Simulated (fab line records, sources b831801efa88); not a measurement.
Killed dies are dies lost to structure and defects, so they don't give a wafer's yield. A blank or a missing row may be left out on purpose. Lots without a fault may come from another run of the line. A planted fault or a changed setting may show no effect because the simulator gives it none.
Problem report in the 8D (eight disciplines) form, filled by code | flow gf180mcu | the parts of the form that need people (team, actions taken, sign-off) are left out

1. THE PROBLEM
run_length_s at GF_SAB_WET_ETCH_12 reads a mean of 540 s on 3 wafers of 1 lot; wafers without a fault read 466 s with a standard deviation of 3.3. That is +22 standard deviations from the usual mean.
The step: etches SiO2 in dHF, target depth 22 nm, time 440 s.
First seen on wafer L976.1, day 19 09:16, on wet_bench-04. The record holds 15 wafers of 5 lots with a number at this step. Rule for "out", or "out of limits": more than 4 standard deviations from the usual mean. The other wafers with a number count as sound.

2. WHAT IT IS AND WHAT IT IS NOT
question                    | is                     | is not
which readings at this step | run_length_s           | -
which lots                  | L976                   | L965, L967, L986, L988
which wafers of those lots  | all that have a number | -
read on which tools         | wet_bench-04           | wet_bench-01, wet_bench-02
when                        | from day 19 09:16      | up to then (6 sound wafers); but 6 sound wafers of L986, L988 came after

3. SUSPECTS, AND WHAT RULES EACH OUT
Counting: a tool at a process step up to the reading stays a suspect if it ran every lot that is out and no sound lot after the first of them.
- pecvd-01 at GF_SAB_CVD_00 (deposits SiO2 from TEOS, target thk 50 nm, time 4.9302 s): ruled out as a lasting fault. Sound lots L986, L988 ran on it after its first lot that is out, L976 (day 18 09:05).
- rie_diel-04 at GF_SAB_ETCH_11 (etches SiO2 in C4F8/O2/Ar, target depth 55 nm, time 8.5 s): kept. It ran the lot that is out, L976 (day 19 09:13), and no sound lot after that.
- wet_bench-04 at GF_SAB_WET_ETCH_12 (etches SiO2 in dHF, target depth 22 nm, time 440 s): kept. It ran the lot that is out, L976 (day 19 09:16), and no sound lot after that; its last sound lot up to then is L965 (day 15 06:55). Its own readings are out on those wafers: run_length_s.
Left after counting: rie_diel-04 at GF_SAB_ETCH_11, wet_bench-04 at GF_SAB_WET_ETCH_12.

4. THE CAUSE (what the simulator had put in)
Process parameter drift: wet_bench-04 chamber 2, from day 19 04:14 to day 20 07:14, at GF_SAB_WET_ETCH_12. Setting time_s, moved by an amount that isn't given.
Counting left 2 suspects, and this tool is among them.

5. THE CHAIN OF EFFECTS, in route order
Each row: a reading whose mean over the struck wafers that have a number lies more than 3 standard deviations from the usual. Only readings for which the record gives a usual standard deviation are gone through. hours: the time from each lot's start at the first step in this table that gives one to its start at this step, as a median over the lots. sigmas: the change in usual standard deviations.
hours | step               | reading      | usual | on struck wafers | change | sigmas
0     | GF_SAB_WET_ETCH_12 | run_length_s | 466 s | 540              | +74    | +22
The process steps in it:
- GF_SAB_WET_ETCH_12: etches SiO2 in dHF, target depth 22 nm, time 440 s.

6. WHAT WOULD HAVE CAUGHT IT SOONER
In this record the first reading out of limits was taken at day 19 09:16, 5 hours after the fault began at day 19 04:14.
